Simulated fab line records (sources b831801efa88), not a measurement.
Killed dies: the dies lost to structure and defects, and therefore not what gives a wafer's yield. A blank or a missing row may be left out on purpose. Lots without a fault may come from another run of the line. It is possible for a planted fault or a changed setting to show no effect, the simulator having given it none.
One fault seen from 2 desks || flow sky130 || each desk holds nothing but its own numbers, with what lay behind them at the end

== AT THE TOOL OWNER'S DESK: implanter-01 ==
The tool's own readings at SKY_LDD_LDN_IMPLANT_11, given as means over the sampled wafers that have a number, one for each lot that went through this tool. Marked OUT: a lot whose mean sits more than 4 standard deviations from the usual mean, which makes it out of limits; the brackets give that distance.
Columns: A = beam_energy_keV at SKY_LDD_LDN_IMPLANT_11, usual 15.000
{"lot": "L712", "first seen here": "day 23 21:22", "A": 15.002}
{"lot": "L727", "first seen here": "day 29 03:02", "A": 14.996}
{"lot": "L728", "first seen here": "day 29 13:10", "A": "19.088 (+99 or more) OUT"}
{"lot": "L730", "first seen here": "day 29 22:04", "A": "19.091 (+99 or more) OUT"}
{"lot": "L729", "first seen here": "day 30 01:07", "A": "19.092 (+99 or more) OUT"}
This desk's finding: out of limits on L728, L729, L730; first on L728, day 29 13:10 (beam_energy_keV at SKY_LDD_LDN_IMPLANT_11). L712, L727: within limits.

== FROM THE METROLOGY DESK ==
What the gauges read, lot by lot, whatever tool the lot ran on: means of the sampled wafers that have a number. Marked OUT: a lot whose mean sits more than 4 standard deviations from the usual mean, which makes it out of limits; the brackets give that distance.
Columns: A = LDD_HVP_TW at SKY_LDD_HVP_TW_MEAS_10, usual 461; B = LDD_LDN_OVL at SKY_LDD_LDN_OVL_MEAS_07, usual 0.4 nm
{"lot": "L710", "first seen here": "day 21 18:31", "A": 463, "B": 1.0}
{"lot": "L712", "first seen here": "day 22 14:29", "A": 450, "B": 1.2}
{"lot": "L713", "first seen here": "day 23 08:13", "A": 464, "B": 0.2}
{"lot": "L727", "first seen here": "day 27 22:02", "A": 464, "B": 0.5}
{"lot": "L728", "first seen here": "day 28 08:41", "A": 464, "B": -0.8}
{"lot": "L730", "first seen here": "day 28 17:31", "A": 462, "B": -1.1}
{"lot": "L729", "first seen here": "day 28 20:28", "A": 463, "B": 0.1}
Result from this desk: across the 7 lots, nothing is out of limits.

== BROUGHT TOGETHER ==
The tool owner's desk had the chance to raise an alarm at day 29 13:10 on L728, L729, L730.
The metrology desk saw nothing out of limits.
The metrology desk has L728, L729, L730 on record, within its limits.
On implanter-01, each named lot ran SKY_LDD_LDN_IMPLANT_11.

== WHAT HAD BEEN PUT IN BY THE SIMULATOR ==
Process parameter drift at SKY_LDD_LDN_IMPLANT_11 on implanter-01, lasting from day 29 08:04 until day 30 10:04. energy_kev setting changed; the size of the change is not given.
Lots struck among those shown: L728, L729, L730.
Delay in hours, fault start to first out-of-limits reading, by desk: the tool owner's desk at 5.
